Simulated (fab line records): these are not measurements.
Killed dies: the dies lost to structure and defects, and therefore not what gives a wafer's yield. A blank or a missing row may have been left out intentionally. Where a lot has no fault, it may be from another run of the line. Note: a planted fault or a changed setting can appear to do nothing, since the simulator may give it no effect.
Split-lot study | flow sfq line | 10 wafers read across 4 lots, on a route 325 steps long

## SPLIT DETAILS
At SFQ_TRILAYER_I4_VIA_LITHO_COAT_108 (resist thk 62 nm), the setting resist thk nm was moved away from the recipe's 62 nm on 4 of the 10 wafers read, by -5.3% to +3.8%. The other wafers ran this setting at the recipe's value.

## FROM THE SPLIT TO THE READING: what the file shows between them, 3 steps
- SFQ_TRILAYER_I4_VIA_LITHO_COAT_103: resist thk 650 nm
- SFQ_TRILAYER_I4_VIA_LITHO_SOFTBAKE_107
- SFQ_TRILAYER_I4_VIA_LITHO_DEVELOP_105: time 60 s

## THE READING
etch.depth nm (the simulator's own value, which no gauge read), in nm, at SFQ_TRILAYER_I4_VIA_BARC_OPEN_VIA_ETCH_146 (etches BARC in O2, target depth 125 nm, time 41.7 s). No usual value for it is given in the file. Across the 6 wafers here that went through the recipe, the average is 62.07 nm and the standard deviation 0.13 nm.

wafer  | tool, chamber at the split | resist thk nm as run, nm | against the recipe | etch.depth nm, nm | against lot-mates on the recipe
L075.4 | litho track-04, 0          | 62                       | recipe             | 62.05             | -
L079.1 | litho track-02, 0          | 62                       | recipe             | 62.12             | -
L079.2 | litho track-02, 0          | 62                       | recipe             | 62.28             | -
L079.5 | litho track-02, 0          | 62                       | recipe             | 61.97             | -
L082.1 | litho track-01, 0          | 64.37                    | +3.8%              | 64.24             | +2.36
L082.4 | litho track-01, 0          | 62                       | recipe             | 61.88             | -
L082.5 | litho track-01, 0          | 64.37                    | +3.8%              | 64.34             | +2.46
L085.1 | litho track-04, 0          | 62                       | recipe             | 62.15             | -
L085.4 | litho track-04, 0          | 58.73                    | -5.3%              | 58.76             | -3.39
L085.5 | litho track-04, 0          | 58.73                    | -5.3%              | 58.81             | -3.34

THE FIT
A straight line over all 10 wafers: etch.depth nm changes by +0.607 nm for each +1% of resist thk nm; r = +1.00; the points scatter about the line by 0.13 nm.
The same after taking each lot's own level away (the mean of its wafers on the recipe; 10 wafers): +0.635 nm for each +1%; r = +1.00; scatter 0.083 nm.
According to that fit, moving resist thk nm by its largest amount changes the reading by 3.4 nm.
Measured against the standard deviation above, the lots' own levels, which go from 61.880 to 62.150 nm, span 2.1 times it.
Consequently the slope shifts little with the lot-to-lot level, the two slopes agreeing.
Check: with one of the wafers moved furthest among these (-5.3%) left out of the fit, the line predicts -3.33 nm for it against its lot-mates. It came out at -3.39 nm against them.

## THESE WAFERS: OTHER SPLITS
These wafers also went through other splits before the reading. Each is held against what the fit with the lots' levels taken away leaves over:
other split on the same wafers                  | wafers away from the commonest value | r with etch.depth nm (lot level and that fit taken away)
SFQ_TRILAYER_M3_LITHO_EXPOSE_076 dose mj        | 3                                    | +0.16
SFQ_TRILAYER_M4_LITHO_COAT_093 resist thk nm    | 3                                    | -0.09
SFQ_TRILAYER_M4_BARC_OPEN_METAL_ETCH_123 bias w | 3                                    | -0.14

## THE WHOLE CHAIN: every reading that the file lists as answering this split, in the file's order
step                                       | what it does                                        | reading                                                                                        | change (the file's fit)               | r (the file's)
SFQ_TRILAYER_I4_VIA_LITHO_COAT_108         | resist thk 62 nm                                    | BARC_of_TRILAYER_I4_VIA_LITHO_COAT_108.thk nm (the simulator's own value, which no gauge read) | +0.633 nm for each +1% of the setting | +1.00
SFQ_TRILAYER_I4_VIA_BARC_OPEN_VIA_ETCH_146 | etches BARC in O2, target depth 125 nm, time 41.7 s | etch.depth nm (the simulator's own value, which no gauge read)                                 | +0.635 nm for each +1% of the setting | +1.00

## THE FILE'S OWN FIT
etch.depth nm changes by +0.635 nm for each +1% of resist thk nm, r = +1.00.
